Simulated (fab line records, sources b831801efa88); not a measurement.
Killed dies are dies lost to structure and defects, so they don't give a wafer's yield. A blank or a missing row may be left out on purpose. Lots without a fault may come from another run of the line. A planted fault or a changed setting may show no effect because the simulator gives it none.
Which tool did it? | flow gf180mcu | 12 lots, 36 wafers sampled, at 3 steps of a route of 602

WHAT THE GAUGES READ, wafer by wafer
GF_MVSD_TW_MEAS_11. Usual: MVSD_TW 1585, standard deviation 9.6.
lot  | measured    | on            | MVSD_TW        | flag
L975 | day 4 14:53 | film_metro-01 | 1571 1571 1583 |
L977 | day 4 23:32 | film_metro-01 | 1575 1580 1573 |
L978 | day 5 04:14 | film_metro-01 | 1582 1578 1575 |
L979 | day 5 08:51 | film_metro-01 | 1575 1579 1583 |
L980 | day 5 14:17 | film_metro-02 | 1601 1600 1603 |
L981 | day 5 19:56 | film_metro-03 | 1588 1587 1599 |
L982 | day 6 03:56 | film_metro-03 | 1591 1600 1585 |
L983 | day 6 07:33 | film_metro-01 | 1579 1580 1583 |
L986 | day 7 00:07 | film_metro-03 | 1457 1450 1447 | OFF
L987 | day 7 06:51 | film_metro-01 | 1450 1443 1438 | OFF
L988 | day 7 14:23 | film_metro-03 | 1598 1592 1591 |
L990 | day 8 00:18 | film_metro-01 | 1580 1578 1590 |

GF_VT_IMPLANT_RS_MEAS_46: measures by four-point-probe. Usual: MVSD_RS 456.7 ohm/sq, standard deviation 1.2.
lot  | measured     | on            | MVSD_RS (ohm/sq)  | flag
L975 | day 7 16:58  | film_metro-02 | 458.3 457.9 458.5 |
L977 | day 8 03:08  | film_metro-02 | 456.7 456.7 458.1 |
L978 | day 8 08:58  | film_metro-01 | 457.8 456.8 457.2 |
L979 | day 8 13:06  | film_metro-03 | 455.9 456.4 455.8 |
L980 | day 8 19:47  | film_metro-02 | 457.0 457.4 456.9 |
L981 | day 9 03:36  | film_metro-01 | 456.6 456.3 457.3 |
L982 | day 9 11:33  | film_metro-03 | 454.9 455.5 454.7 |
L983 | day 9 16:07  | film_metro-03 | 456.5 454.8 456.0 |
L986 | day 10 11:56 | film_metro-01 | 544.1 547.0 545.4 | OFF
L987 | day 10 19:34 | film_metro-03 | 541.2 541.6 543.2 | OFF
L988 | day 11 03:13 | film_metro-01 | 457.0 456.7 456.8 |
L990 | day 11 15:31 | film_metro-01 | 456.3 457.3 456.7 |

WHICH TOOL RAN EACH LOT (tool, then ch and the chambers of the sampled wafers, then the start)
lot  | GF_MVSD_IMPLANT_08
L975 | implanter-02 ch 0, day 4 14:30
L977 | implanter-04 ch 0, day 4 23:08
L978 | implanter-04 ch 0, day 5 03:51
L979 | implanter-04 ch 0, day 5 08:30
L980 | implanter-03 ch 0, day 5 13:55
L981 | implanter-04 ch 0, day 5 19:32
L982 | implanter-04 ch 0, day 6 03:32
L983 | implanter-04 ch 0, day 6 07:12
L986 | implanter-04 ch 0, day 6 23:43
L987 | implanter-04 ch 0, day 7 06:28
L988 | implanter-02 ch 0, day 7 14:00
L990 | implanter-03 ch 0, day 7 23:55
- GF_MVSD_IMPLANT_08

WHAT THE TOOLS THEMSELVES READ (means of the sampled wafers that have a number; where no wafer has one, the mark that the record gives instead)
GF_MVSD_IMPLANT_08. Usual: dose_ions_cm2 1.6001e+13, standard deviation 1.7e+10; faraday_current_uA 90.3, standard deviation 2.
lot  | tool         | dose_ions_cm2 | faraday_current_uA | flag
L975 | implanter-02 | 1.6018e+13    | 90.0               |
L977 | implanter-04 | 1.5997e+13    | 90.1               |
L978 | implanter-04 | 1.6014e+13    | 90.9               |
L979 | implanter-04 | 1.5980e+13    | 89.8               |
L980 | implanter-03 | 1.6001e+13    | 90.6               |
L981 | implanter-04 | 1.6010e+13    | 92.5               |
L982 | implanter-04 | 1.6003e+13    | 89.6               |
L983 | implanter-04 | 1.5984e+13    | 89.8               |
L986 | implanter-04 | 1.1269e+13    | 64.4               | OFF
L987 | implanter-04 | 1.1270e+13    | 63.1               | OFF
L988 | implanter-02 | 1.5993e+13    | 93.2               |
L990 | implanter-03 | 1.6025e+13    | 89.5               |

THE ANSWER, worked out from the rows above alone
Rule: a lot is off if the mean of its wafers that have a number lies more than 3 standard deviations from the usual mean. A lot without any number at a reading at which 4 lots or more have one is off too. The other lots that the step has rows for count as sound. The gauges are gone through in route order, then the tools' own readings, and for those a lot's mean is taken as printed above. The first step at which some lot is off is used, and at that step the reading that is off furthest; a lot without a number counts as furthest.
Off: L986, L987, at GF_MVSD_TW_MEAS_11 (MVSD_TW).
A tool fits if, at a process step before that reading, it ran every lot that is off, and no sound lot after the first of them. The gauges at GF_MVSD_TW_MEAS_11 aren't tried: what is off there is off at GF_MVSD_IMPLANT_08 too, on other tools, and a gauge's error can't cause that. One fits: implanter-04 at GF_MVSD_IMPLANT_08. Its last sound lot is L983 (day 6 07:12), its first lot that is off L986 (day 6 23:43): a fault that began between those two fits.
The tool's own readings at GF_MVSD_IMPLANT_08 bear it out: on the lots that are off they differ by more than 5 times the standard deviation of the sound lots' means. dose_ions_cm2 reads 1.1270e+13 there against 1.6002e+13 on the sound lots; faraday_current_uA reads 63.8 there against 90.6 on the sound lots.

WHAT THE SIMULATOR HAD PUT IN
Process parameter drift: implanter-04, from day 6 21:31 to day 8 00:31, at GF_MVSD_IMPLANT_08. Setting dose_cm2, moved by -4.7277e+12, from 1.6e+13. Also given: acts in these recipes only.
Lots struck among those shown: L986, L987. The rule above found the same.
